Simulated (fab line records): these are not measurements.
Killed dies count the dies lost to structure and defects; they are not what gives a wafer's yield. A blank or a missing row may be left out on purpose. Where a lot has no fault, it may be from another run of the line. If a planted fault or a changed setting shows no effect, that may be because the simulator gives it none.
Which of the tools did it? :: flow sky130 :: 33 wafers from 11 lots sampled at 7 of the route's 708 steps

WHAT EACH GAUGE READ, for each wafer
SKY_VIA3_CD_MEAS_12: the cd target is 200 nm. Usual: 200.4 nm for cd nm, sd 1.5.
lot: L397
measured: day 39 14:13
on: cd sem-01
cd nm (nm): 200.5 200.9 201.5
flag: 

lot: L399
measured: day 40 10:25
on: cd sem-01
cd nm (nm): 199.3 198.4 199.4
flag: 

lot: L402
measured: day 41 07:13
on: cd sem-02
cd nm (nm): 198.3 195.6 197.3
flag: 

lot: L401
measured: day 41 10:30
on: cd sem-02
cd nm (nm): 200.8 200.4 200.6
flag: 

lot: L403
measured: day 41 19:04
on: cd sem-01
cd nm (nm): 200.7 200.6 202.9
flag: 

lot: L404
measured: day 41 22:43
on: cd sem-02
cd nm (nm): 199.1 198.1 198.3
flag: 

lot: L405
measured: day 42 03:11
on: cd sem-01
cd nm (nm): 201.0 198.8 199.4
flag: 

lot: L406
measured: day 42 10:52
on: cd sem-01
cd nm (nm): 201.4 201.7 199.7
flag: 

lot: L410
measured: day 43 14:46
on: cd sem-01
cd nm (nm): 199.2 198.9 199.1
flag: 

lot: L418
measured: day 45 20:26
on: cd sem-01
cd nm (nm): 204.3 202.6 202.7
flag: 

lot: L419
measured: day 46 00:34
on: cd sem-02
cd nm (nm): 199.4 200.0 200.9
flag: 

SKY_VIA3_RS_MEAS_22: a four-point-probe measurement. Usual: VIA3_W_RS 0.296 ohm/sq, standard deviation 0.0033.
lot: L397
measured: day 39 15:18
on: film metro-04
VIA3_W_RS (ohm/sq): 0.299 0.296 0.299
flag: 

lot: L399
measured: day 40 11:28
on: film metro-01
VIA3_W_RS (ohm/sq): 0.294 0.294 0.291
flag: 

lot: L402
measured: day 41 08:18
on: film metro-03
VIA3_W_RS (ohm/sq): 0.295 0.296 0.293
flag: 

lot: L401
measured: day 41 11:34
on: film metro-01
VIA3_W_RS (ohm/sq): 0.290 0.296 0.294
flag: 

lot: L403
measured: day 41 20:05
on: film metro-01
VIA3_W_RS (ohm/sq): 0.295 0.296 0.298
flag: 

lot: L404
measured: day 41 23:45
on: film metro-01
VIA3_W_RS (ohm/sq): 0.296 0.297 0.295
flag: 

lot: L405
measured: day 42 04:14
on: film metro-03
VIA3_W_RS (ohm/sq): 0.293 0.376 0.381
flag: OFF

lot: L406
measured: day 42 11:55
on: film metro-01
VIA3_W_RS (ohm/sq): 0.294 0.372 0.376
flag: OFF

lot: L410
measured: day 43 15:49
on: film metro-04
VIA3_W_RS (ohm/sq): 0.297 0.298 0.295
flag: 

lot: L418
measured: day 45 21:31
on: film metro-01
VIA3_W_RS (ohm/sq): 0.296 0.294 0.295
flag: 

lot: L419
measured: day 46 01:36
on: film metro-04
VIA3_W_RS (ohm/sq): 0.291 0.291 0.291
flag: 

SKY_VIA3_THK_MEAS_23: measures by xrf. Usual: VIA3_W_THK 387 nm, standard deviation 4.8.
lot: L397
measured: day 39 15:25
on: film metro-04
VIA3_W_THK (nm): 386 390 384
flag: 

lot: L399
measured: day 40 11:35
on: film metro-01
VIA3_W_THK (nm): 392 390 395
flag: 

lot: L402
measured: day 41 08:25
on: film metro-03
VIA3_W_THK (nm): 389 386 388
flag: 

lot: L401
measured: day 41 11:40
on: film metro-01
VIA3_W_THK (nm): 394 388 391
flag: 

lot: L403
measured: day 41 20:13
on: film metro-01
VIA3_W_THK (nm): 388 388 383
flag: 

lot: L404
measured: day 41 23:52
on: film metro-01
VIA3_W_THK (nm): 386 386 390
flag: 

lot: L405
measured: day 42 04:20
on: film metro-03
VIA3_W_THK (nm): 388 304 300
flag: OFF

lot: L406
measured: day 42 12:02
on: film metro-01
VIA3_W_THK (nm): 386 306 302
flag: OFF

lot: L410
measured: day 43 15:56
on: film metro-04
VIA3_W_THK (nm): 390 387 388
flag: 

lot: L418
measured: day 45 21:37
on: film metro-01
VIA3_W_THK (nm): 389 392 390
flag: 

lot: L419
measured: day 46 01:43
on: film metro-04
VIA3_W_THK (nm): 394 395 393
flag: 

SKY_CAP2M_THK_MEAS_01. Usual: CAP2M_CVD_00_THK 15.40 nm, standard deviation 0.25.
lot: L397
measured: day 39 15:58
on: film metro-02
CAP2M_CVD_00_THK (nm): 15.41 15.94 15.75
flag: 

lot: L399
measured: day 40 12:07
on: film metro-01
CAP2M_CVD_00_THK (nm): 15.16 14.95 15.67
flag: 

lot: L402
measured: day 41 08:58
on: film metro-02
CAP2M_CVD_00_THK (nm): 15.23 15.29 15.56
flag: 

lot: L401
measured: day 41 12:13
on: film metro-04
CAP2M_CVD_00_THK (nm): 15.49 15.77 15.75
flag: 

lot: L403
measured: day 41 20:45
on: film metro-02
CAP2M_CVD_00_THK (nm): 15.22 14.96 15.05
flag: 

lot: L404
measured: day 42 00:24
on: film metro-02
CAP2M_CVD_00_THK (nm): 15.27 15.45 15.55
flag: 

lot: L405
measured: day 42 04:52
on: film metro-02
CAP2M_CVD_00_THK (nm): 14.96 15.26 15.14
flag: 

lot: L406
measured: day 42 12:34
on: film metro-01
CAP2M_CVD_00_THK (nm): 14.87 15.07 15.53
flag: 

lot: L410
measured: day 43 16:28
on: film metro-02
CAP2M_CVD_00_THK (nm): 15.43 15.29 15.20
flag: 

lot: L418
measured: day 45 22:09
on: film metro-01
CAP2M_CVD_00_THK (nm): 15.13 15.26 15.62
flag: 

lot: L419
measured: day 46 02:16
on: film metro-04
CAP2M_CVD_00_THK (nm): 15.22 15.17 15.34
flag: 

TOOL THAT RAN EACH LOT (tool first, then ch and the chambers of the sampled wafers, then the start)
lot: L397
SKY_VIA3_CVD_21: cvd w-01 ch 0,1, day 39 15:11
SKY_VIA3_CMP_24: cmp-01 ch 0,1,3, day 39 15:32
SKY_METAL4_SPUTTER_02: pvd sputter-01, day 39 15:50

lot: L399
SKY_VIA3_CVD_21: cvd w-01 ch 0,1, day 40 11:20
SKY_VIA3_CMP_24: cmp-02 ch 0,1,3, day 40 11:39
SKY_METAL4_SPUTTER_02: pvd sputter-01, day 40 11:59

lot: L402
SKY_VIA3_CVD_21: cvd w-02 ch 0,1, day 41 08:11
SKY_VIA3_CMP_24: cmp-02 ch 0,2,3, day 41 08:29
SKY_METAL4_SPUTTER_02: pvd sputter-03, day 41 08:50

lot: L401
SKY_VIA3_CVD_21: cvd w-02 ch 0,1, day 41 11:27
SKY_VIA3_CMP_24: cmp-01 ch 0,2, day 41 11:43
SKY_METAL4_SPUTTER_02: pvd sputter-03, day 41 12:04

lot: L403
SKY_VIA3_CVD_21: cvd w-01 ch 0,1, day 41 19:58
SKY_VIA3_CMP_24: cmp-01 ch 0,1,3, day 41 20:16
SKY_METAL4_SPUTTER_02: pvd sputter-03, day 41 20:37

lot: L404
SKY_VIA3_CVD_21: cvd w-01 ch 0,1, day 41 23:38
SKY_VIA3_CMP_24: cmp-01 ch 2,3, day 41 23:59
SKY_METAL4_SPUTTER_02: pvd sputter-03, day 42 00:17

lot: L405
SKY_VIA3_CVD_21: cvd w-02 ch 0,1, day 42 04:05
SKY_VIA3_CMP_24: cmp-01 ch 0,2,3, day 42 04:26
SKY_METAL4_SPUTTER_02: pvd sputter-01, day 42 04:44

lot: L406
SKY_VIA3_CVD_21: cvd w-02 ch 0,1, day 42 11:47
SKY_VIA3_CMP_24: cmp-01 ch 0,2,3, day 42 12:05
SKY_METAL4_SPUTTER_02: pvd sputter-04, day 42 12:26

lot: L410
SKY_VIA3_CVD_21: cvd w-01 ch 0,1, day 43 15:41
SKY_VIA3_CMP_24: cmp-01 ch 0,3, day 43 15:59
SKY_METAL4_SPUTTER_02: pvd sputter-01, day 43 16:20

lot: L418
SKY_VIA3_CVD_21: cvd w-01 ch 0,1, day 45 21:22
SKY_VIA3_CMP_24: cmp-01 ch 1,2,3, day 45 21:46
SKY_METAL4_SPUTTER_02: pvd sputter-04, day 45 22:01

lot: L419
SKY_VIA3_CVD_21: cvd w-02 ch 1, day 46 01:29
SKY_VIA3_CMP_24: cmp-01 ch 0,1,3, day 46 01:50
SKY_METAL4_SPUTTER_02: pvd sputter-04, day 46 02:08
- SKY_VIA3_CVD_21: deposits W, target thk 390 nm, time 117.31 s.
- SKY_VIA3_CMP_24: polishes, stops on SiO2, t overpolish 20 s, target thk 0 nm.
- SKY_METAL4_SPUTTER_02: material AlCu, target thk 735 nm, time 39.1 s.

AS READ BY THE TOOLS THEMSELVES (means over the sampled wafers that have a number; for cases with no such wafer, the mark the record gives instead)
SKY_VIA3_CVD_21. Usual: chamber pressure Torr 40.02 Torr, standard deviation 0.078; heater power w 819 W, standard deviation 49.
lot: L397
tool: cvd w-01
chamber pressure Torr (Torr): 40.06
heater power w (W): 771
flag: 

lot: L399
tool: cvd w-01
chamber pressure Torr (Torr): 40.01
heater power w (W): 766
flag: 

lot: L402
tool: cvd w-02
chamber pressure Torr (Torr): 40.04
heater power w (W): 867
flag: 

lot: L401
tool: cvd w-02
chamber pressure Torr (Torr): 39.97
heater power w (W): 867
flag: 

lot: L403
tool: cvd w-01
chamber pressure Torr (Torr): 40.05
heater power w (W): 792
flag: 

lot: L404
tool: cvd w-01
chamber pressure Torr (Torr): 39.92
heater power w (W): 779
flag: 

lot: L405
tool: cvd w-02
chamber pressure Torr (Torr): 29.09
heater power w (W): 876
flag: OFF

lot: L406
tool: cvd w-02
chamber pressure Torr (Torr): 29.05
heater power w (W): 872
flag: OFF

lot: L410
tool: cvd w-01
chamber pressure Torr (Torr): 39.99
heater power w (W): 786
flag: 

lot: L418
tool: cvd w-01
chamber pressure Torr (Torr): 40.02
heater power w (W): 785
flag: 

lot: L419
tool: cvd w-02
chamber pressure Torr (Torr): 39.92
heater power w (W): 888
flag: 

SKY_VIA3_CMP_24. Usual: motor current A 11.2 A, standard deviation 0.92; time to endpoint s 96 s, standard deviation 3.6.
lot: L397
tool: cmp-01
motor current A (A): 10.9
time to endpoint s (s): 96
flag: 

lot: L399
tool: cmp-02
motor current A (A): 11.5
time to endpoint s (s): 95
flag: 

lot: L402
tool: cmp-02
motor current A (A): 11.3
time to endpoint s (s): 101
flag: 

lot: L401
tool: cmp-01
motor current A (A): 12.2
time to endpoint s (s): 95
flag: 

lot: L403
tool: cmp-01
motor current A (A): 10.9
time to endpoint s (s): 94
flag: 

lot: L404
tool: cmp-01
motor current A (A): 12.0
time to endpoint s (s): 95
flag: 

lot: L405
tool: cmp-01
motor current A (A): 11.4
time to endpoint s (s): 83
flag: OFF

lot: L406
tool: cmp-01
motor current A (A): 11.0
time to endpoint s (s): 78
flag: OFF

lot: L410
tool: cmp-01
motor current A (A): 11.3
time to endpoint s (s): 98
flag: 

lot: L418
tool: cmp-01
motor current A (A): 11.6
time to endpoint s (s): 94
flag: 

lot: L419
tool: cmp-01
motor current A (A): 10.8
time to endpoint s (s): 99
flag: 

SKY_METAL4_SPUTTER_02. Usual: 29.8 % for throttle valve pct, sd 0.98.
lot: L397
tool: pvd sputter-01
throttle valve pct (%): 29.5
flag: 

lot: L399
tool: pvd sputter-01
throttle valve pct (%): 30.8
flag: 

lot: L402
tool: pvd sputter-03
throttle valve pct (%): 30.2
flag: 

lot: L401
tool: pvd sputter-03
throttle valve pct (%): 30.0
flag: 

lot: L403
tool: pvd sputter-03
throttle valve pct (%): 30.2
flag: 

lot: L404
tool: pvd sputter-03
throttle valve pct (%): 29.9
flag: 

lot: L405
tool: pvd sputter-01
throttle valve pct (%): 30.4
flag: 

lot: L406
tool: pvd sputter-04
throttle valve pct (%): 29.2
flag: 

lot: L410
tool: pvd sputter-01
throttle valve pct (%): 29.7
flag: 

lot: L418
tool: pvd sputter-04
throttle valve pct (%): 29.1
flag: 

lot: L419
tool: pvd sputter-04
throttle valve pct (%): 29.1
flag: 

THE ANSWER, worked out from the rows above alone
Rule: lot off if the mean of its wafers having a number is beyond 3 standard deviations from the usual mean. A lot without any number at a reading at which 4 lots or more have one is off too. The other lots that the step has rows for count as sound. The gauges are gone through in route order, then the tools' own readings, and for those a lot's mean is taken as printed above. At the first step where some lot is off, the reading lying furthest off is the one used; lots without a number count as furthest.
Off: at SKY_VIA3_RS_MEAS_22 (VIA3_W_RS), L405, L406.
If a tool, at a process step before that reading, ran all the lots that are off and no sound lot after the first of them, it fits. The gauges at SKY_VIA3_RS_MEAS_22 aren't tried: what is off there is off at SKY_VIA3_CVD_21 too, on other tools, and a gauge's error can't cause that. Of those tried, none fits.

WHAT WAS PUT IN BY THE SIMULATOR
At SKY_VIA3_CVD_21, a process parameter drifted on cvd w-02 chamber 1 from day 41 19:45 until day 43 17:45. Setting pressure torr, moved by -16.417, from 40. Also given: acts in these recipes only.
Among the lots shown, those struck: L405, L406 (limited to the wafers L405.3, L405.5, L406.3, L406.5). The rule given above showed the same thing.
